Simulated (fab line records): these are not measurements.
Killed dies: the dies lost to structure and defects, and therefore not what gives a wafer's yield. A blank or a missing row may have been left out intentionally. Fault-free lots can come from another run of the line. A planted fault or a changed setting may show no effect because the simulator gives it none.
fab line records	flow sky130	part 2 of 2: steps 33 to 41 of 41
record: lots: 5	wafers: 15	lastDay: 50
route steps=708 shown SD_N@344 SD_P@359 RES_XHIGH@360 SALICIDE@361 LI_CONTACT@362
lots that met no fault: taken from a fault-free run of the same line
startH: hours from the record's opening day to when the first of the lot's shown wafers began	waitH: hours from the lot's prior step to this one	" same as the row above	L1.1+2: a single row standing in for several wafers	- no value present, or no start provided	* or withheld: withheld	< > ~ a bound
route shown NAME@n: NAME is a module with steps in the file, n the number in the route of the first one	usual: mean and standard deviation over wafers with no fault	same: alike in all rows	chamber/n: place in a boat	sites: per-site readings	_std_site: the standard deviation of these	_edge_site: outer sites' mean less inner sites'	radiusMm: how far each site lies from the wafer's centre	mask NAME#n: copy n	behind: the tool/chamber that last shaped the wafer	hold: what put the lot on hold/how long, in hours/how the hold closed	device: names the non-switching transistor (n, p or np)	end of line: the same wafers' tests at the end of the route	for a step that has no rows: nothing shown but its recipe	killed: dies that structure and defects cost at the first sort, which is not the same as the wafer's yield	map: dies across one wafer; x = killed, . = not, _ = none there
set.NAME: the setting that was run; set.NAME@STEP: the one run at that earlier step	model.NAME: the simulator's own value behind a step, which no gauge read
lots at selected steps of the route; one table per step, one row per wafer
services: a tool's chamber out of use, with start hour (startH, from the record's first day; less than 0 if before it), hours out, and reason
== steps ==
step: SKY_LI_CONTACT_ETCH_15
recipe: target: PSG	chemistry: C4F8/O2/Ar	stopOn: Si	taperDeg: 4.15	maskMaterial: KrF-thick	sourceW: 1500	biasW: 1200	pressureMtorr: 40	c4f8FlowSccm: withheld	O2_flow_sccm: 6	Ar_flow_sccm: 300	timeS: withheld	targetDepthA: 6000
usual: biasW: 1200/4	chamberPressureMTorr: 40.00/0.035	oesProductAu: 0.836/0.0043	rfFwdPowerW: 1493/5
lot.wafer	tool	chamber	startH	waitH	biasW	chamberPressureMTorr	oesProductAu	rfFwdPowerW
L079.3	rieDiel-03	3	726.35	0.0	1195	39.96	0.838	1490
L079.4	"	2	"	"	1198	39.99	0.846	1502
L079.6	"	2	"	"	1197	40.00	0.838	1487
L084.1	rieDiel-04	0	772.75	0.0	1201	39.97	0.835	1489
L084.5	"	2	"	"	1194	40.07	0.843	1493
L084.6	"	1	"	"	1192	40.05	0.841	1497
L088.1	rieDiel-04	0	784.56	0.0	1204	40.04	0.831	1500
L088.3	"	3	"	"	1202	40.02	0.835	1490
L088.6	"	0	"	"	1201	40.00	0.838	1500
L091.1	rieDiel-04	1	811.80	0.0	1203	40.02	0.836	1489
L091.3	"	0	"	"	1199	40.02	0.834	1496
L091.6	"	2	"	"	1204	39.89	0.835	1485
L097.2	rieDiel-03	1	865.76	0.0	1197	40.03	0.845	1489
L097.3	"	2	"	"	1197	40.02	0.840	1488
L097.4	"	0	"	"	1200	40.02	0.837	1492
step: SKY_LI_CONTACT_STRIP_16
recipe: chemistry: O2/N2	powerW: 1400	pressureMtorr: 1500	platenTempC: withheld	o2FlowSccm: 3000	n2FlowSccm: 300	overashFraction: 0.5
usual: chamberPressureMTorr: 1499.9/1.2	drypumpMotorCurrentA: 5.9/0.48	oesProductAu: 0.377/0.0048	stripTimeToEndpointS: 3.51/0.034
lot.wafer	tool	chamber	startH	waitH	chamberPressureMTorr	drypumpMotorCurrentA	oesProductAu	rfHoursCounterH	stripTimeToEndpointS
L079.3	plasmaAsher-04	0	726.47	-	1499.7	5.4	0.383	-	3.54
L079.4	"	1	"	"	1498.9	6.6	0.379	-	3.54
L079.6	"	0	"	"	1498.4	5.3	0.379	-	3.57
L084.1	plasmaAsher-01	0	772.84	-	1498.1	5.3	0.384	31	3.51
L084.5	"	0	"	"	1500.0	5.3	0.374	-	3.48
L084.6	"	1	"	"	1498.3	6.3	0.380	-	3.60
L088.1	plasmaAsher-01	0	784.65	-	1502.2	5.3	0.378	32	3.55
L088.3	"	1	"	"	1499.1	6.2	0.376	-	3.49
L088.6	"	1	"	"	1501.6	6.3	0.383	-	3.54
L091.1	plasmaAsher-03	1	811.89	-	1498.8	5.7	0.374	97	3.54
L091.3	"	0	"	"	1498.8	6.3	0.389	-	3.55
L091.6	"	0	"	"	1499.2	6.3	0.383	-	3.53
L097.2	plasmaAsher-03	0	865.85	-	1501.6	6.3	0.372	102	3.48
L097.3	"	0	"	"	1498.6	6.3	0.375	-	3.53
L097.4	"	1	"	"	1500.8	5.7	0.378	-	3.51
step: SKY_LI_CONTACT_CLEAN_17
recipe: chemistry: NMP	timeS: 600	tempC: 60	dry: n2Spin
lot.wafer	tool	chamber	startH	waitH
L079.3+4+6	wetBench-02	1	726.54	0.0
L084.1+5+6	wetBench-02	2	772.94	0.1
L088.1+3+6	wetBench-01	3	784.75	0.1
L091.1+3+6	wetBench-01	1	812.12	0.2
L097.2+3+4	wetBench-02	0	865.95	0.1
step: SKY_LI_CONTACT_PRE_CLEAN_18
recipe: gas: Ar	timeS: 5.6	biasV: 358
lot.wafer	tool	chamber	startH	waitH
L079.3+4+6	pvdSputter-01	-	726.71	0.0
L084.1+5+6	pvdSputter-02	-	773.11	0.0
L088.1+3+6	pvdSputter-01	-	784.96	0.0
L091.1+3+6	pvdSputter-01	-	812.29	0.0
L097.2+3+4	pvdSputter-01	-	866.12	0.0
step: SKY_LI_CONTACT_SPUTTER_19
recipe: material: Ti	targetThkNm: 20	chamberPressurePa: 5	powerW: 2500	substrateTempC: 200	timeS: 106.37
usual: throttleValvePct: 29.9/0.91
lot.wafer	tool	chamber	startH	waitH	throttleValvePct
L079.3	pvdSputter-01	-	726.73	0.0	30.5
L079.4	"	-	"	"	28.9
L079.6	"	-	"	"	30.4
L084.1	pvdSputter-02	-	773.14	0.0	30.9
L084.5	"	-	"	"	30.4
L084.6	"	-	"	"	29.2
L088.1	pvdSputter-01	-	784.97	0.0	30.5
L088.3	"	-	"	"	28.7
L088.6	"	-	"	"	30.3
L091.1	pvdSputter-01	-	812.31	0.0	28.9
L091.3	"	-	"	"	30.6
L091.6	"	-	"	"	29.0
L097.2	pvdSputter-01	-	866.14	0.0	29.6
L097.3	"	-	"	"	30.4
L097.4	"	-	"	"	30.3
step: SKY_LI_CONTACT_SPUTTER_20
recipe: material: TiN	targetThkNm: 20	chamberPressurePa: 5	powerW: 4000	timeS: 80
usual: throttleValvePct: 29.9/0.92
lot.wafer	tool	chamber	startH	waitH	throttleValvePct
L079.3	pvdSputter-01	-	726.81	0.0	30.6
L079.4	"	-	"	"	28.7
L079.6	"	-	"	"	30.2
L084.1	pvdSputter-02	-	773.22	0.0	30.6
L084.5	"	-	"	"	30.7
L084.6	"	-	"	"	28.9
L088.1	pvdSputter-01	-	785.05	0.0	30.5
L088.3	"	-	"	"	28.5
L088.6	"	-	"	"	29.9
L091.1	pvdSputter-01	-	812.39	0.0	28.5
L091.3	"	-	"	"	30.3
L091.6	"	-	"	"	28.5
L097.2	pvdSputter-01	-	866.22	0.0	29.4
L097.3	"	-	"	"	30.2
L097.4	"	-	"	"	30.6
step: SKY_LI_CONTACT_CVD_21
recipe: material: W	targetThkNm: 400	timeS: 120.56	tempC: 400	pressureTorr: 40
usual: heaterPowerW: 912/58
lot.wafer	tool	chamber	startH	waitH	heaterPowerW
L079.3	cvdW-01	1	726.91	0.1	978
L079.4	"	0	"	"	929
L079.6	"	0	"	"	942
L084.1	cvdW-01	1	773.29	0.0	973
L084.5	"	1	"	"	996
L084.6	"	0	"	"	934
L088.1	cvdW-01	0	785.11	0.0	924
L088.3	"	1	"	"	965
L088.6	"	0	"	"	933
L091.1	cvdW-02	1	812.45	0.0	818
L091.3	"	1	"	"	809
L091.6	"	1	"	"	824
L097.2	cvdW-01	0	866.28	0.0	942
L097.3	"	1	"	"	987
L097.4	"	0	"	"	956
step: SKY_LI_CONTACT_RS_MEAS_22
recipe: thkMeasGauge: four-point-probe	reads: W_of_LI_CONTACT_CVD_21+TiN_of_LI_CONTACT_SPUTTER_20+Ti_of_LI_CONTACT_SPUTTER_19
usual: LI_CONTACT_W_RS: 0.282/0.0036
lot.wafer	tool	chamber	startH	waitH	LI_CONTACT_W_RS[ohm/sq]
L079.3	filmMetro-03	-	727.04	0.1	0.277
L079.4	"	-	"	"	0.280
L079.6	"	-	"	"	0.281
L084.1	filmMetro-03	-	773.42	0.1	0.282
L084.5	"	-	"	"	0.284
L084.6	"	-	"	"	0.287
L088.1	filmMetro-03	-	785.24	0.1	0.286
L088.3	"	-	"	"	0.280
L088.6	"	-	"	"	0.281
L091.1	filmMetro-02	-	812.58	0.1	0.287
L091.3	"	-	"	"	0.286
L091.6	"	-	"	"	0.284
L097.2	filmMetro-03	-	866.42	0.1	0.278
L097.3	"	-	"	"	0.274
L097.4	"	-	"	"	0.280
step: SKY_LI_CONTACT_THK_MEAS_23
recipe: thkMeasGauge: xrf	reads: W_of_LI_CONTACT_CVD_21
usual: LI_CONTACT_W_THK: 414/7.1
lot.wafer	tool	chamber	startH	waitH	LI_CONTACT_W_THK[nm]
L079.3	filmMetro-03	-	727.14	0.1	425
L079.4	"	-	"	"	419
L079.6	"	-	"	"	419
L084.1	filmMetro-03	-	773.54	0.1	409
L084.5	"	-	"	"	408
L084.6	"	-	"	"	405
L088.1	filmMetro-03	-	785.36	0.1	405
L088.3	"	-	"	"	414
L088.6	"	-	"	"	412
L091.1	filmMetro-02	-	812.70	0.1	404
L091.3	"	-	"	"	407
L091.6	"	-	"	"	408
L097.2	filmMetro-03	-	866.53	0.1	421
L097.3	"	-	"	"	432
L097.4	"	-	"	"	419
== services ==
tool	chamber	startH	hours	kind
pvdSputter-02	-	668.50	1.5	repair
plasmaAsher-02	-	670.67	3.7	repair
plasmaAsher-02	-	674.76	6.2	repair
pvdSputter-01	-	683.49	41.3	repair
pvdSputter-02	-	684.50	3.2	repair
pvdSputter-01	-	689.97	2.7	repair
hdpcvd-02	2	696.09	1.8	repair
rieDiel-04	1	717.12	14.5	repair
plasmaAsher-02	-	717.25	1.3	repair
rieDiel-04	3	722.26	1.4	repair
implanter-02	-	726.07	1.1	repair
hdpcvd-02	-	729.45	2.8	pm
plasmaAsher-02	-	733.75	9.0	pm
implanter-02	-	751.41	1.6	repair
hdpcvd-02	0	754.23	6.2	repair
plasmaAsher-02	-	792.56	14.6	pm
rieDiel-04	-	796.02	0.2	repair
implanter-02	-	797.73	5.9	repair
implanter-04	-	806.92	4.8	repair
rieDiel-04	3	811.53	132.0	repair
cvdW-01	-	849.63	6.9	pm
implanter-02	-	854.70	7.3	pm
implanter-04	-	857.31	2.5	repair
rieDiel-03	3	859.84	3.5	repair
